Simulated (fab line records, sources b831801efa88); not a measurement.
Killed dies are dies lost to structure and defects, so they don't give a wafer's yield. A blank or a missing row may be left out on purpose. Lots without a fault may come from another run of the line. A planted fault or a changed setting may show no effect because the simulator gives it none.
Problem report in the 8D (eight disciplines) form, filled by code | flow gf180mcu | the parts of the form that need people (team, actions taken, sign-off) are left out

1. THE PROBLEM
PASSIVATION_CVD_02_THK at GF_PASSIVATION_THK_MEAS_03 reads a mean of 859 nm on 1 wafer of 1 lot; wafers without a fault read 702 nm with a standard deviation of 8.3. That is +19 standard deviations from the usual mean.
First seen on wafer L196.3, day 33 03:54, on film_metro-04. The record holds 39 wafers of 13 lots with a number at this step. Rule for "out", or "out of limits": more than 4 standard deviations from the usual mean. The other wafers with a number count as sound.

2. WHAT IT IS AND WHAT IT IS NOT
question                    | is                     | is not
which readings at this step | PASSIVATION_CVD_02_THK | -
which lots                  | L196                   | L180, L183, L185, L186, L187, L188, L189, L193, L199, L200, L202, L203
which wafers of those lots  | L196.3                 | L196.1, L196.2
read on which gauges        | film_metro-04          | film_metro-01, film_metro-02
when                        | from day 33 03:54      | up to then (26 sound wafers); but 12 sound wafers of L199, L200, L202, L203 came after

3. SUSPECTS, AND WHAT RULES EACH OUT
Counting: a tool at a process step up to the reading stays a suspect if it ran every lot that is out. Sound lots after the first of them don't rule it out here, since some wafers of a struck lot are sound.
- the gauge at GF_PASSIVATION_THK_MEAS_03: kept. All the wafers that are out were read on film_metro-04, and no step on other tools shows them out.
- rie_metal-03 at GF_TOP_METAL_METAL_ETCH_16 (etches the open film in Cl2/BCl3, stops on SiO2, target depth 1197 nm, time 199.5 s): kept. It ran the lot that is out, L196 (day 33 02:43); its last sound lot up to then is L193 (day 32 03:43).
- plasma_asher-02 at GF_TOP_METAL_STRIP_17 (strips in O2/N2): kept. It ran the lot that is out, L196 (day 33 02:54); its last sound lot up to then is L188 (day 30 20:20).
- pecvd-02 at GF_PASSIVATION_CVD_02 (deposits Si3N4, target thk 700 nm, time 486.18 s): kept. It ran the lot that is out, L196 (day 33 03:37); its last sound lot up to then is L193 (day 32 04:41).
- Within pecvd-02 at GF_PASSIVATION_CVD_02: the wafers that are out ran in chamber 0; their sound lot-mates ran in chambers 1, 2.
Left after counting: rie_metal-03 at GF_TOP_METAL_METAL_ETCH_16, plasma_asher-02 at GF_TOP_METAL_STRIP_17, pecvd-02 at GF_PASSIVATION_CVD_02, film_metro-04 at GF_PASSIVATION_THK_MEAS_03.

4. THE CAUSE (what the simulator had put in)
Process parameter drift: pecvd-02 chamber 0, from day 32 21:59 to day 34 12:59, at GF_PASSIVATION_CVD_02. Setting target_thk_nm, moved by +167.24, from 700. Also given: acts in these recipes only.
Counting left 4 suspects, and this tool is among them.

5. THE CHAIN OF EFFECTS, in route order
Each row: a reading whose mean over the struck wafers that have a number lies more than 3 standard deviations from the usual. Only readings for which the record gives a usual standard deviation are gone through. hours: the time from each lot's start at the first step in this table that gives one to its start at this step, as a median over the lots. sigmas: the change in usual standard deviations.
hours | step                       | reading                | usual  | on struck wafers | change | sigmas
0     | GF_PASSIVATION_THK_MEAS_03 | PASSIVATION_CVD_02_THK | 702 nm | 859              | +157   | +19
Later measuring or inspecting steps at which every struck wafer that the step has a row for has a number for every such reading, and none has moved that far: GF_PASSIVATION_BOW_MEAS_14.

6. WHAT WOULD HAVE CAUGHT IT SOONER
In this record the first reading out of limits at a measuring or inspecting step was taken at day 33 03:54, 6 hours after the fault began at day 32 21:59.
Of the tool readings at GF_PASSIVATION_CVD_02 for which the record gives a usual standard deviation, none was out on any struck wafer, so an alarm limit of 4 standard deviations on them would not have fired.
All the lots that are out (1) had begun GF_PASSIVATION_CVD_02 on pecvd-02 by day 33 03:54. A hold on the tool at that time would have spared none of them.
